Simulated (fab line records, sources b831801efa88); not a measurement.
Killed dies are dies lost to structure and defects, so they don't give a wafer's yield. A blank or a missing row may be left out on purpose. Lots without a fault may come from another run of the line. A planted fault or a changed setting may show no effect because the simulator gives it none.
Which tool did it? | flow gf180mcu | 13 lots, 39 wafers sampled, at 1 step of a route of 602

WHAT THE GAUGES READ, wafer by wafer
GF_POLY_GATE_CD_MEAS_18.
lot  | measured     | on        | cd_nm (nm)
L546 | day 9 14:13  | cd_sem-01 | 283.1 280.0 280.2
L548 | day 9 19:28  | cd_sem-02 | 279.2 280.4 277.7
L549 | day 10 01:51 | cd_sem-01 | 278.2 281.2 279.9
L552 | day 11 03:56 | cd_sem-01 | 278.3 282.0 281.1
L557 | day 12 13:14 | cd_sem-01 | 283.5 281.1 283.5
L559 | day 13 06:59 | cd_sem-01 | 283.7 280.9 284.0
L560 | day 13 15:58 | cd_sem-02 | 279.9 280.7 280.9
L564 | day 14 18:25 | cd_sem-02 | 279.0 278.4 279.7
L565 | day 15 02:12 | cd_sem-02 | 281.4 279.6 280.5
L566 | day 15 08:02 | cd_sem-01 | 279.8 279.8 281.4
L567 | day 15 10:23 | cd_sem-01 | 283.5 279.8 279.0
L568 | day 16 03:20 | cd_sem-01 | 282.6 280.2 282.9
L569 | day 16 04:40 | cd_sem-01 | 280.6 279.4 279.3

WHICH TOOL RAN EACH LOT (tool, then ch and the chambers of the sampled wafers, then the start)
The record holds no process step before these readings.

WHAT THE TOOLS THEMSELVES READ (means of the sampled wafers that have a number; where no wafer has one, the mark that the record gives instead)
The record holds no such reading with a usual standard deviation.

THE ANSWER, worked out from the rows above alone
Rule: what is usual is taken from the lots themselves. Put in order of their means at a reading, lots are off if they are a third of the lots or fewer, leave a main group of 4 or more, and stand apart from it by a gap of 3 or more times the standard deviation of the main group's means; of several such gaps the widest counts. A main group whose means are all the same, to the digits that the tables above print for the reading, isn't used. A lot without any number at a reading at which 4 lots or more have one is off too. The other lots that the step has rows for count as sound. The gauges are gone through in route order, then the tools' own readings, and for those a lot's mean is taken as printed above. The first step at which some lot is off is used, and at that step the reading that is off furthest; a lot without a number counts as furthest.
No lot is off at any reading shown: from this, nothing can be told.

WHAT THE SIMULATOR HAD PUT IN
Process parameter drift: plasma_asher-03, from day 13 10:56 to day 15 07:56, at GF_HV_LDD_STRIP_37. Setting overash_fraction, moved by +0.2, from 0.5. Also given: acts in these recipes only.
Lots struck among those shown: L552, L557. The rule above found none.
